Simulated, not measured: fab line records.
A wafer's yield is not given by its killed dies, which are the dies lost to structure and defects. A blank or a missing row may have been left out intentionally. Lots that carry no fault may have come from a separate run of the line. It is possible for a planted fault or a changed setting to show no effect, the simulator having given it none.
fab line records	flow sky130
[record] lots = 11	wafers = 33	lastDay = 49
route steps=708 shown METAL1@449 VIA1@479 METAL2@486 PAD_OPEN@708
lots with no fault: from the same line, run without faults
startH: start of the lot's first displayed wafer, in hours after the record's first day	waitH: hours since the lot's step before	" identical to the entry in the row above	L1.1+2: one row covering several wafers at once	- no value, or no start was given	* or withheld: withheld	< > ~ a bound
route shown NAME@n: NAME is a module with steps in the file, n the number in the route of the first one	usual: the fault-free wafers' mean and standard deviation	same: alike in all rows	chamber/n: place in a boat	sites: the reading at each site	_std_site: how widely they spread, as a standard deviation	_edge_site: inner sites' mean taken away from outer sites' mean	radiusMm: for every site, how far away it sits from the centre of the wafer	mask NAME#n: copy n	behind: the tool/chamber that last shaped the wafer	hold: the reason the lot was held/the length of the hold in hours/how it ended	device: which transistor (n, p or np) failed to switch	end of line: the route-end tests of the same wafers	a step given without rows: its recipe and nothing more	killed: not the wafer's yield, but the dies lost to structure and defects at the first sort	map: dies across one wafer; x = killed, . = not, _ = none there
set.NAME: the setting as run; set.NAME@STEP: as run at that earlier step	model.NAME: the simulator's own value behind a step, which no gauge read
route steps across a sampled set of lots; one table per step, one row per wafer
services: the hour from which a tool's chamber was out of use, counted from the record's first day as startH (under 0 if before that day), plus the number of hours and why
[[steps]]
[step SKY_METAL1_CD_MEAS_15]
[recipe] targetCdNm = 140
[usual] cdNm = 140.4/1.5
lot.wafer	tool	chamber	startH	waitH	cdNm
L844.1	cdSem-01	-	761.00	-	140.2
L844.3	"	-	"	"	138.5
L844.4	"	-	"	"	139.4
L845.1	cdSem-01	-	764.30	-	139.0
L845.4	"	-	"	"	140.4
L845.6	"	-	"	"	141.3
L846.1	cdSem-02	-	769.90	-	137.9
L846.3	"	-	"	"	138.3
L846.6	"	-	"	"	138.3
L848.2	cdSem-01	-	787.87	-	140.0
L848.3	"	-	"	"	139.5
L848.4	"	-	"	"	139.5
L849.2	cdSem-02	-	804.88	-	139.1
L849.3	"	-	"	"	139.2
L849.5	"	-	"	"	139.2
L850.2	cdSem-02	-	818.33	-	142.4
L850.4	"	-	"	"	142.2
L850.5	"	-	"	"	141.4
L856.1	cdSem-01	-	854.65	-	143.2
L856.4	"	-	"	"	141.7
L856.5	"	-	"	"	143.1
L858.3	cdSem-01	-	873.99	-	140.0
L858.4	"	-	"	"	139.0
L858.6	"	-	"	"	139.9
L859.1	cdSem-02	-	890.00	-	141.4
L859.3	"	-	"	"	140.5
L859.5	"	-	"	"	140.2
L860.3	cdSem-02	-	894.64	-	141.2
L860.5	"	-	"	"	139.8
L860.6	"	-	"	"	141.7
L861.3	cdSem-01	-	898.50	-	140.1
L861.5	"	-	"	"	140.1
L861.6	"	-	"	"	139.4
[step SKY_METAL1_STRIP_20]
[recipe] chemistry = O2/N2	powerW = 1400	pressureMtorr = 1500	platenTempC = withheld	o2FlowSccm = 3000	n2FlowSccm = 300	overashFraction = 0.5
[usual] drypumpMotorCurrentA = 6.0/0.43	oesProductAu = 0.347/0.005	stripTimeToEndpointS = 2.78/0.059
lot.wafer	tool	chamber	startH	waitH	drypumpMotorCurrentA	oesProductAu	rfHoursCounterH	stripTimeToEndpointS
L844.1	plasmaAsher-02	1	761.34	0.1	5.6	0.347	33	2.79
L844.3	"	0	"	"	6.1	0.347	-	2.78
L844.4	"	1	"	"	5.6	0.346	-	2.76
L845.1	plasmaAsher-02	1	764.82	0.1	5.6	0.347	34	2.69
L845.4	"	1	"	"	5.6	0.345	-	2.71
L845.6	"	0	"	"	6.1	0.332	-	2.69
L846.1	plasmaAsher-01	0	770.42	0.1	6.7	0.346	68	2.79
L846.3	"	0	"	"	6.7	0.346	-	2.80
L846.6	"	0	"	"	6.7	0.353	-	2.79
L848.2	plasmaAsher-01	1	788.19	0.1	5.9	0.351	69	2.83
L848.3	"	0	"	"	6.7	0.346	-	2.82
L848.4	"	1	"	"	5.9	0.345	-	2.80
L849.2	plasmaAsher-04	1	805.20	0.1	6.3	0.344	96	2.80
L849.3	"	1	"	"	6.3	0.349	-	2.83
L849.5	"	0	"	"	5.4	0.351	-	2.80
L850.2	plasmaAsher-02	0	818.65	0.1	6.1	0.352	39	2.82
L850.4	"	0	"	"	6.1	0.356	-	2.86
L850.5	"	1	"	"	5.6	0.345	-	2.85
L856.1	plasmaAsher-01	0	854.99	0.1	6.7	0.359	76	2.88
L856.4	"	0	"	"	6.7	0.347	-	2.84
L856.5	"	0	"	"	6.7	0.350	-	2.89
L858.3	plasmaAsher-04	1	874.32	0.1	6.3	0.352	-	2.80
L858.4	"	0	"	"	5.4	0.344	-	2.75
L858.6	"	1	"	"	6.3	0.345	-	2.76
L859.1	plasmaAsher-02	0	890.52	0.1	6.0	0.335	45	2.75
L859.3	"	0	"	"	6.1	0.337	-	2.76
L859.5	"	1	"	"	5.6	0.346	-	2.74
L860.3	plasmaAsher-04	1	894.97	0.1	6.3	0.345	-	2.71
L860.5	"	1	"	"	6.3	0.340	-	2.72
L860.6	"	0	"	"	5.4	0.343	-	2.76
L861.3	plasmaAsher-04	0	899.02	0.1	5.4	0.354	-	2.76
L861.5	"	1	"	"	6.3	0.340	-	2.73
L861.6	"	0	"	"	5.4	0.343	-	2.73
[step SKY_VIA1_CVD_21]
[recipe] material = W	targetThkNm = 270	timeS = 80.902	tempC = 400	pressureTorr = 40
[usual] chamberPressureTorr = 40.01/0.088	heaterPowerOuterW = 543/27	heaterPowerW = 888/28
lot.wafer	tool	chamber	startH	waitH	chamberPressureTorr	heaterPowerOuterW	heaterPowerW
L844.1	cvdW-01	0	790.33	0.0	39.99	522	889
L844.3	"	0	"	"	40.01	536	904
L844.4	"	1	"	"	39.98	558	941
L845.1	cvdW-01	1	793.76	0.0	39.87	565	937
L845.4	"	0	"	"	39.99	538	909
L845.6	"	0	"	"	39.85	529	915
L846.1	cvdW-02	1	799.36	0.0	40.03	587	889
L846.3	"	0	"	"	39.99	533	871
L846.6	"	0	"	"	40.04	545	855
L848.2	cvdW-02	1	817.26	0.0	-	-	-
L848.3	"	0	"	"	-	-	-
L848.4	"	1	"	"	-	-	-
L849.2	cvdW-02	0	834.27	0.0	-	-	-
L849.3	"	1	"	"	-	-	-
L849.5	"	0	"	"	-	-	-
L850.2	cvdW-01	1	847.15	0.0	-	-	-
L850.4	"	1	"	"	-	-	-
L850.5	"	0	"	"	-	-	-
L856.1	cvdW-02	1	882.35	0.0	40.01	575	866
L856.4	"	1	"	"	40.05	597	882
L856.5	"	1	"	"	40.03	592	864
L858.3	cvdW-01	1	902.08	0.1	39.99	552	915
L858.4	"	0	"	"	40.05	533	916
L858.6	"	0	"	"	40.08	541	907
L859.1	cvdW-02	1	917.03	0.0	40.05	578	879
L859.3	"	0	"	"	39.99	538	881
L859.5	"	1	"	"	40.00	589	893
L860.3	cvdW-02	0	922.28	0.1	40.12	541	867
L860.5	"	0	"	"	39.98	528	887
L860.6	"	1	"	"	39.98	583	905
L861.3	cvdW-01	0	926.29	0.1	40.01	481	837
L861.5	"	1	"	"	39.85	530	890
L861.6	"	0	"	"	40.06	486	826
[step SKY_VIA1_RS_MEAS_22]
[recipe] thkMeasGauge = four-point-probe	reads = W_of_VIA1_CVD_21+TiN_of_VIA1_SPUTTER_20
[usual] VIA1_W_RS = 0.424/0.0072
lot.wafer	tool	chamber	startH	waitH	VIA1_W_RS[ohm/sq]
L844.1	filmMetro-04	-	790.42	0.1	0.421
L844.3	"	-	"	"	0.424
L844.4	"	-	"	"	0.419
L845.1	filmMetro-04	-	793.85	0.1	0.418
L845.4	"	-	"	"	0.420
L845.6	"	-	"	"	0.427
L846.1	filmMetro-02	-	799.45	0.1	0.413
L846.3	"	-	"	"	0.435
L846.6	"	-	"	"	0.433
L848.2	filmMetro-04	-	817.37	0.1	56.271
L848.3	"	-	"	"	57.221
L848.4	"	-	"	"	57.916
L849.2	filmMetro-04	-	834.38	0.1	58.396
L849.3	"	-	"	"	57.932
L849.5	"	-	"	"	58.739
L850.2	filmMetro-04	-	847.26	0.1	56.528
L850.4	"	-	"	"	57.722
L850.5	"	-	"	"	58.547
L856.1	filmMetro-02	-	882.44	0.1	0.425
L856.4	"	-	"	"	0.427
L856.5	"	-	"	"	0.424
L858.3	filmMetro-01	-	902.18	0.1	0.422
L858.4	"	-	"	"	0.430
L858.6	"	-	"	"	0.429
L859.1	filmMetro-04	-	917.12	0.1	0.418
L859.3	"	-	"	"	0.433
L859.5	"	-	"	"	0.421
L860.3	filmMetro-04	-	922.38	0.1	0.433
L860.5	"	-	"	"	0.422
L860.6	"	-	"	"	0.418
L861.3	filmMetro-04	-	926.39	0.1	0.418
L861.5	"	-	"	"	0.415
L861.6	"	-	"	"	0.420
[step SKY_VIA1_THK_MEAS_23]
[recipe] thkMeasGauge = xrf	reads = W_of_VIA1_CVD_21
[usual] VIA1_W_THK = 273/4.5
lot.wafer	tool	chamber	startH	waitH	VIA1_W_THK[nm]
L844.1	filmMetro-04	-	790.54	0.1	275
L844.3	"	-	"	"	273
L844.4	"	-	"	"	277
L845.1	filmMetro-04	-	793.97	0.1	278
L845.4	"	-	"	"	276
L845.6	"	-	"	"	273
L846.1	filmMetro-02	-	799.57	0.1	279
L846.3	"	-	"	"	266
L846.6	"	-	"	"	269
L848.2	filmMetro-04	-	817.48	0.1	<0
L848.3	"	-	"	"	<0
L848.4	"	-	"	"	<0
L849.2	filmMetro-04	-	834.49	0.1	<0
L849.3	"	-	"	"	<0
L849.5	"	-	"	"	<0
L850.2	filmMetro-04	-	847.37	0.1	<0
L850.4	"	-	"	"	<0
L850.5	"	-	"	"	<0
L856.1	filmMetro-02	-	882.56	0.1	275
L856.4	"	-	"	"	273
L856.5	"	-	"	"	275
L858.3	filmMetro-01	-	902.28	0.1	273
L858.4	"	-	"	"	271
L858.6	"	-	"	"	268
L859.1	filmMetro-04	-	917.24	0.1	276
L859.3	"	-	"	"	267
L859.5	"	-	"	"	274
L860.3	filmMetro-04	-	922.48	0.1	268
L860.5	"	-	"	"	274
L860.6	"	-	"	"	278
L861.3	filmMetro-04	-	926.49	0.1	277
L861.5	"	-	"	"	278
L861.6	"	-	"	"	276
[step SKY_METAL2_SPUTTER_03]
[recipe] material = Ti	targetThkNm = 5	powerW = 3000	timeS = 3.3	chamberPressurePa = 0.4
[usual] cathodeDcPowerW = 3000.0/0.56	chamberPressurePa = 0.4000/0.00081	throttleValvePct = 30.3/0.87
lot.wafer	tool	chamber	startH	waitH	cathodeDcPowerW	chamberPressurePa	throttleValvePct
L844.1	pvdSputter-01	-	790.98	0.0	3000.0	0.4006	28.8
L844.3	"	-	"	"	3000.1	0.4005	31.2
L844.4	"	-	"	"	3000.9	0.4008	31.7
L845.1	pvdSputter-03	-	794.40	0.0	3000.9	0.4006	30.0
L845.4	"	-	"	"	2999.5	0.4007	30.7
L845.6	"	-	"	"	2999.9	0.3992	30.1
L846.1	pvdSputter-01	-	800.00	0.0	3000.0	0.3994	28.8
L846.3	"	-	"	"	2999.7	0.4002	31.5
L846.6	"	-	"	"	3000.6	0.3986	30.2
L856.1	pvdSputter-03	-	882.99	0.0	2999.2	0.3998	30.0
L856.4	"	-	"	"	3000.1	0.4003	30.2
L856.5	"	-	"	"	3000.1	0.3980	30.0
L858.3	pvdSputter-01	-	902.70	0.0	2999.8	0.4001	31.3
L858.4	"	-	"	"	3000.5	0.3983	30.0
L858.6	"	-	"	"	2999.3	0.3980	30.3
L859.1	pvdSputter-03	-	917.67	0.0	3000.5	0.4001	30.6
L859.3	"	-	"	"	2999.6	0.4000	29.5
L859.5	"	-	"	"	2999.5	0.3993	29.5
L860.3	pvdSputter-01	-	922.89	0.0	3000.3	0.4010	31.8
L860.5	"	-	"	"	2999.8	0.4003	31.5
L860.6	"	-	"	"	2999.8	0.4000	28.8
L861.3	pvdSputter-03	-	927.16	0.0	3000.9	0.4015	29.9
L861.5	"	-	"	"	3000.5	0.3993	29.7
L861.6	"	-	"	"	3000.8	0.3992	30.6
[step SKY_PAD_OPEN_PROBE_99]
[usual] defectLimitedYield = 82.4/1.9	killed_at_M0_to_M3 = 44/7.2	killed_at_M4_up = 3.1/1.8	killedAtContacts = 25/5.2	killedAtFrontEnd = 15/3.9	killedAtOther = 0.2/0.5	killedDies = 86/9.5	killedOnRim = 17/3.5	killedOpen = 47/7.3	killedShort = 40/6	sort_bin_3_pad_short = 0.8/0.44	sort_bin_5_function = 10.4/1.5	sort_bin_6_memory = 6.3/1.1	sortNPass = 406/9.5	sortYieldPct = 82.4/1.9
[same] grossDies = 492	killedAtBackSide = 0	sort_bin_4_leakage[%] = 0	sort_bin_8_speed[%] = 0
lot.wafer	tool	chamber	startH	waitH	defectLimitedYield[%]	killed_at_M0_to_M3	killed_at_M4_up	killedAtContacts	killedAtFrontEnd	killedAtOther	killedDies	killedOnRim	killedOpen	killedShort	sort_bin_3_pad_short[%]	sort_bin_5_function[%]	sort_bin_6_memory[%]	sortNPass	sortYieldPct[%]
L844.1	prober-02	-	1074.77	0.1	85.4	40	2	19	10	1	72	16	41	31	0.6	10.2	3.9	420	85.4
L844.3	prober-02	-	1074.87	0.2	84.8	40	1	25	8	1	75	23	45	30	0.4	9.1	5.7	417	84.8
L844.4	prober-02	-	1074.92	0.2	80.3	57	6	20	14	0	97	19	53	44	0.8	11.8	7.1	395	80.3
L845.1	prober-02	-	1075.72	0.1	80.1	52	3	29	14	0	98	15	46	52	1.6	11.6	6.7	394	80.1
L845.4	prober-02	-	1075.87	0.2	82.3	48	3	21	15	0	87	11	39	48	0.6	11.0	6.1	405	82.3
L845.6	prober-02	-	1075.97	0.2	80.3	49	0	34	13	1	97	22	53	44	0.8	11.6	7.3	395	80.3
L846.1	prober-02	-	1078.58	0.1	83.9	38	3	23	15	0	79	19	47	32	0.6	10.4	5.1	413	83.9
L846.3	prober-02	-	1078.68	0.2	79.3	53	5	30	14	0	102	16	56	46	0.4	11.6	8.7	390	79.3
L846.6	prober-02	-	1078.83	0.2	81.9	48	4	21	16	0	89	15	44	45	0.8	9.6	7.7	403	81.9
L848.2	prober-02	-	1095.63	0.1	0	436	3	30	22	1	492	96	43	51	0.8	93.9	5.3	0	0
L848.3	prober-02	-	1095.68	0.2	0	439	3	35	15	0	492	96	51	49	1.0	92.1	6.9	0	0
L848.4	prober-02	-	1095.73	0.2	0	444	1	31	16	0	492	96	60	47	1.0	91.1	7.9	0	0
L849.2	prober-01	-	1105.41	0.1	0	451	2	25	14	0	492	96	41	34	0.4	93.9	5.7	0	0
L849.3	prober-01	-	1105.46	0.2	0	435	2	37	18	0	492	96	56	50	1.4	91.7	6.9	0	0
L849.5	prober-01	-	1105.56	0.2	0	454	0	25	12	1	492	96	39	38	1.6	94.1	4.3	0	0
L850.2	prober-02	-	1118.82	0.1	0	444	3	30	14	1	492	96	56	33	0.6	93.5	5.9	0	0
L850.4	prober-02	-	1118.92	0.2	0	449	6	20	17	0	492	96	54	48	1.0	90.7	8.3	0	0
L850.5	prober-02	-	1118.97	0.2	0	450	4	26	11	1	492	96	47	38	0.4	93.3	6.3	0	0
L856.4	prober-01	-	1143.62	0.2	81.7	37	1	28	24	0	90	15	48	42	0.8	11.4	6.1	402	81.7
L856.5	prober-01	-	1143.67	0.2	79.9	59	2	22	16	0	99	14	56	43	1.2	11.4	7.5	393	79.9
L858.3	prober-01	-	1157.99	0.2	82.1	49	2	15	22	0	88	14	43	43	1.4	10.0	6.5	404	82.1
L858.6	prober-01	-	1158.14	0.2	82.7	43	5	24	13	0	85	15	42	43	0.4	10.6	6.3	407	82.7
L859.1	prober-02	-	1168.28	0.1	83.5	47	1	21	12	0	81	14	43	38	1.0	9.8	5.7	411	83.5
L859.3	prober-02	-	1168.38	0.2	82.5	42	2	22	20	0	86	15	45	41	1.6	9.6	6.3	406	82.5
L859.5	prober-02	-	1168.48	0.2	80.9	50	5	30	9	0	94	12	52	42	0.4	11.4	7.3	398	80.9
L860.3	prober-01	-	1173.07	0.2	82.3	37	4	26	20	0	87	15	54	33	0.6	11.4	5.7	405	82.3
L860.6	prober-01	-	1173.22	0.2	78.0	57	6	26	19	0	108	18	59	49	1.6	11.0	9.3	384	78.0
L861.3	prober-02	-	1175.82	0.2	82.5	49	3	22	12	0	86	15	56	30	0.2	12.4	4.9	406	82.5
L861.5	prober-02	-	1175.92	0.2	83.9	33	4	28	14	0	79	17	45	34	0.2	8.3	7.5	413	83.9
L861.6	prober-02	-	1175.97	0.2	81.1	57	1	22	13	0	93	20	51	42	0.8	11.8	6.3	399	81.1
// killed by level:class
L844.1 VIA1:geometricParticle:open=10 CONTACT:geometricParticle:open=9 POLY_GATE:geometricParticle:open=6 VIA2:geometricParticle:open=6 VIA1:geometricParticle:short=5 LI_CONTACT:geometricParticle:open=4 LOCAL_INTERCONNECT:geometricParticle:short=4 METAL1:geometricParticle:short=4
L844.3 VIA1:geometricParticle:open=13 CONTACT:geometricParticle:open=10 LOCAL_INTERCONNECT:geometricParticle:short=5 VIA1:geometricParticle:short=5 FIELD_ISO:geometricParticle:open=4 LI_CONTACT:geometricParticle:short=4 LI_CONTACT:geometricParticle:open=4 VIA2:geometricParticle:open=4
L844.4 VIA3:geometricParticle:open=12 VIA1:geometricParticle:open=11 METAL2:geometricParticle:short=9 METAL3:geometricParticle:short=6 LI_CONTACT:geometricParticle:short=6 POLY_GATE:geometricParticle:open=5 LOCAL_INTERCONNECT:geometricParticle:short=4 CONTACT:geometricParticle:open=4
L845.1 VIA1:geometricParticle:open=11 LI_CONTACT:geometricParticle:open=9 METAL2:geometricParticle:short=9 CONTACT:geometricParticle:open=8 METAL1:geometricParticle:short=7 VIA2:geometricParticle:open=6 LI_CONTACT:geometricParticle:short=5 FIELD_ISO:geometricParticle:short=4
L845.4 METAL2:geometricParticle:short=9 VIA1:geometricParticle:open=7 CONTACT:geometricParticle:open=6 VIA2:geometricParticle:open=6 LI_CONTACT:geometricParticle:open=5 CONTACT:geometricParticle:short=5 METAL3:geometricParticle:short=5 VIA3:geometricParticle:short=5
L845.6 VIA3:geometricParticle:open=12 VIA1:geometricParticle:open=11 CONTACT:geometricParticle:open=10 LI_CONTACT:geometricParticle:open=9 METAL1:geometricParticle:short=8 CONTACT:geometricParticle:short=7 METAL2:geometricParticle:short=7 POLY_GATE:geometricParticle:short=5
L846.1 CONTACT:geometricParticle:open=9 VIA1:geometricParticle:open=8 METAL1:geometricParticle:short=6 VIA2:geometricParticle:open=6 LOCAL_INTERCONNECT:geometricParticle:short=5 FIELD_ISO:geometricParticle:open=4 LI_CONTACT:geometricParticle:open=4 CONTACT:geometricParticle:short=4
L846.3 LI_CONTACT:geometricParticle:open=12 VIA1:geometricParticle:open=11 METAL1:geometricParticle:short=10 VIA2:geometricParticle:open=8 FIELD_ISO:geometricParticle:short=7 LOCAL_INTERCONNECT:geometricParticle:short=6 CONTACT:geometricParticle:short=6 FIELD_ISO:geometricParticle:open=5
L846.6 VIA2:geometricParticle:open=10 METAL2:geometricParticle:short=8 VIA3:geometricParticle:open=7 LI_CONTACT:geometricParticle:open=6 LOCAL_INTERCONNECT:geometricParticle:short=6 FIELD_ISO:geometricParticle:short=5 CONTACT:geometricParticle:open=5 VIA1:geometricParticle:open=5
L848.2 VIA1:areaCvd=398 CONTACT:geometricParticle:open=10 METAL2:geometricParticle:short=9 LOCAL_INTERCONNECT:geometricParticle:short=7 POLY_GATE:geometricParticle:short=7 LI_CONTACT:geometricParticle:open=7 VIA1:geometricParticle:short=7 VIA1:geometricParticle:open=6
L848.3 VIA1:areaCvd=392 VIA1:geometricParticle:short=11 CONTACT:geometricParticle:open=10 LI_CONTACT:geometricParticle:open=10 VIA1:geometricParticle:open=10 FIELD_ISO:geometricParticle:short=7 CONTACT:geometricParticle:short=6 METAL1:geometricParticle:short=6
L848.4 VIA1:areaCvd=385 LI_CONTACT:geometricParticle:open=12 CONTACT:geometricParticle:open=8 VIA1:geometricParticle:open=8 METAL2:geometricParticle:short=8 VIA3:geometricParticle:short=7 VIA2:geometricParticle:open=7 VIA3:geometricParticle:open=7
L849.2 VIA1:areaCvd=417 VIA1:geometricParticle:open=11 LI_CONTACT:geometricParticle:open=8 CONTACT:geometricParticle:open=7 CONTACT:geometricParticle:short=7 FIELD_ISO:geometricParticle:short=6 VIA3:geometricParticle:open=5 METAL1:geometricParticle:short=4
L849.3 VIA1:areaCvd=386 CONTACT:geometricParticle:open=15 VIA1:geometricParticle:open=13 VIA1:geometricParticle:short=8 VIA2:geometricParticle:open=8 LOCAL_INTERCONNECT:geometricParticle:short=7 METAL2:geometricParticle:short=7 POLY_GATE:geometricParticle:short=6
L849.5 VIA1:areaCvd=415 CONTACT:geometricParticle:open=11 LI_CONTACT:geometricParticle:open=7 VIA1:geometricParticle:open=6 FIELD_ISO:geometricParticle:open=5 FIELD_ISO:geometricParticle:short=5 VIA3:geometricParticle:open=5 VIA3:geometricParticle:short=5
L850.2 VIA1:areaCvd=403 CONTACT:geometricParticle:open=13 VIA2:geometricParticle:open=9 LI_CONTACT:geometricParticle:open=8 VIA1:geometricParticle:open=8 METAL1:geometricParticle:short=6 CONTACT:geometricParticle:short=5 VIA3:geometricParticle:open=5
L850.4 VIA1:areaCvd=390 VIA1:geometricParticle:open=15 VIA2:geometricParticle:open=11 METAL2:geometricParticle:short=7 FIELD_ISO:geometricParticle:open=6 CONTACT:geometricParticle:short=6 VIA1:geometricParticle:short=6 CONTACT:geometricParticle:open=5
L850.5 VIA1:areaCvd=407 CONTACT:geometricParticle:open=9 VIA3:geometricParticle:open=8 CONTACT:geometricParticle:short=7 VIA1:geometricParticle:open=7 METAL2:geometricParticle:short=6 VIA2:geometricParticle:open=6 LI_CONTACT:geometricParticle:open=5
L856.4 CONTACT:geometricParticle:open=13 FIELD_ISO:geometricParticle:short=9 VIA1:geometricParticle:open=8 LI_CONTACT:geometricParticle:open=7 METAL1:geometricParticle:short=7 FIELD_ISO:geometricParticle:open=5 POLY_GATE:geometricParticle:short=5 POLY_GATE:geometricParticle:open=4
L856.5 VIA1:geometricParticle:open=14 VIA2:geometricParticle:open=14 VIA3:geometricParticle:open=8 METAL1:geometricParticle:short=7 VIA1:geometricParticle:short=7 FIELD_ISO:geometricParticle:short=6 LOCAL_INTERCONNECT:geometricParticle:short=6 CONTACT:geometricParticle:open=5
L858.3 VIA1:geometricParticle:open=9 METAL1:geometricParticle:short=8 VIA2:geometricParticle:open=8 FIELD_ISO:geometricParticle:short=6 VIA1:geometricParticle:short=6 POLY_GATE:geometricParticle:open=5 CONTACT:geometricParticle:open=5 FIELD_ISO:geometricParticle:open=4
L858.6 VIA1:geometricParticle:open=9 CONTACT:geometricParticle:open=8 VIA3:geometricParticle:short=7 VIA1:geometricParticle:short=7 LI_CONTACT:geometricParticle:open=6 CONTACT:geometricParticle:short=5 METAL2:geometricParticle:short=5 FIELD_ISO:geometricParticle:open=4
L859.1 VIA1:geometricParticle:open=12 LI_CONTACT:geometricParticle:open=8 METAL1:geometricParticle:short=6 VIA1:geometricParticle:short=6 CONTACT:geometricParticle:open=5 METAL2:geometricParticle:short=5 FIELD_ISO:geometricParticle:short=4 LOCAL_INTERCONNECT:geometricParticle:short=4
L859.3 METAL2:geometricParticle:short=11 VIA1:geometricParticle:open=9 CONTACT:geometricParticle:open=7 VIA3:geometricParticle:open=6 FIELD_ISO:geometricParticle:open=5 POLY_GATE:geometricParticle:open=5 LI_CONTACT:geometricParticle:open=5 METAL1:geometricParticle:short=5
L859.5 CONTACT:geometricParticle:open=15 VIA1:geometricParticle:open=11 VIA3:geometricParticle:open=11 VIA1:geometricParticle:short=7 CONTACT:geometricParticle:short=6 METAL2:geometricParticle:short=6 LI_CONTACT:geometricParticle:open=5 LOCAL_INTERCONNECT:geometricParticle:short=4
L860.3 CONTACT:geometricParticle:open=10 VIA2:geometricParticle:open=9 FIELD_ISO:geometricParticle:open=7 LI_CONTACT:geometricParticle:open=7 VIA1:geometricParticle:open=7 POLY_GATE:geometricParticle:open=5 VIA3:geometricParticle:open=5 LOCAL_INTERCONNECT:geometricParticle:short=4
L860.6 VIA1:geometricParticle:open=12 CONTACT:geometricParticle:open=10 VIA3:geometricParticle:open=9 METAL2:geometricParticle:short=8 LI_CONTACT:geometricParticle:open=7 METAL4:geometricParticle:short=6 POLY_GATE:geometricParticle:short=5 POLY_GATE:geometricParticle:open=5
L861.3 VIA3:geometricParticle:open=13 VIA1:geometricParticle:open=10 VIA2:geometricParticle:open=9 CONTACT:geometricParticle:open=8 LI_CONTACT:geometricParticle:open=7 FIELD_ISO:geometricParticle:open=3 LI_CONTACT:geometricParticle:short=3 METAL1:geometricParticle:short=3
L861.5 CONTACT:geometricParticle:open=13 CONTACT:geometricParticle:short=8 VIA3:geometricParticle:open=6 VIA1:geometricParticle:open=5 VIA2:geometricParticle:open=5 VIA2:geometricParticle:short=5 FIELD_ISO:geometricParticle:short=4 POLY_GATE:geometricParticle:open=4
L861.6 VIA1:geometricParticle:open=11 VIA2:geometricParticle:open=10 VIA1:geometricParticle:short=9 METAL1:geometricParticle:short=8 CONTACT:geometricParticle:open=7 METAL2:geometricParticle:short=7 LI_CONTACT:geometricParticle:open=6 FIELD_ISO:geometricParticle:open=5
[[services]]
tool	chamber	startH	hours	kind
cvdW-02	-	742.65	0.6	repair
cvdW-02	-	751.36	2.8	pm
cvdW-01	0	808.75	2.4	repair
plasmaAsher-01	-	825.82	2.8	pm
cvdW-01	-	828.93	0.9	repair
pvdSputter-03	3	832.59	-	consumableReplace:kit
pvdSputter-03	3	832.59	18.0	scheduledDown
pvdSputter-03	3	832.59	18.0	ventCycle
cvdW-02	1	844.92	16.4	repair
plasmaAsher-02	-	872.94	14.6	pm
cvdW-01	-	904.00	14.0	pm
cvdW-01	0	904.00	14.0	ventCycle
cvdW-01	1	904.00	14.0	ventCycle
cvdW-01	0	918.00	-	clean
cvdW-01	1	918.00	-	clean
[[key]]
[firstSign] step = SKY_VIA1_CVD_21	reading = toolRecord	direction = missing
[effect] step = SKY_VIA1_RS_MEAS_22	reading = VIA1_W_RS	direction = up	sigmas = 99+	usual = 0.424	struck = 57.697
[effect] step = SKY_VIA1_THK_MEAS_23	reading = VIA1_W_THK	direction = down	sigmas = 60	usual = 273	struck = <0
[effect] step = SKY_PAD_OPEN_PROBE_99	reading = killed_at_M0_to_M3	direction = up	sigmas = 55	usual = 44	struck = 445
[moreKillsBornAt] SKY_VIA1_CVD_21@cvdW-02 = 2377	SKY_VIA1_CVD_21@cvdW-01 = 1194
metAt SKY_VIA1_CVD_21
struckLots L848,L849,L850
laterRowsLeftOut L848.2,L848.3,L848.4,L849.2,L849.3,L849.5,L850.2,L850.4,L850.5
notActingAt SKY_METAL1_CD_MEAS_15,SKY_METAL1_STRIP_20,SKY_METAL2_SPUTTER_03
onsetBetween 799.36 817.26
[fault] kind = skippedStepWhole	tool = cvdW-01,cvdW-02	chamber = -	onsetH = 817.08	steps = SKY_VIA1_CVD_21	scope = struckLotsOnly
// laterRowsLeftOut: the simulator's readings of these wafers behind a module that went badly wrong aren't trusted and aren't shown, but for the sort
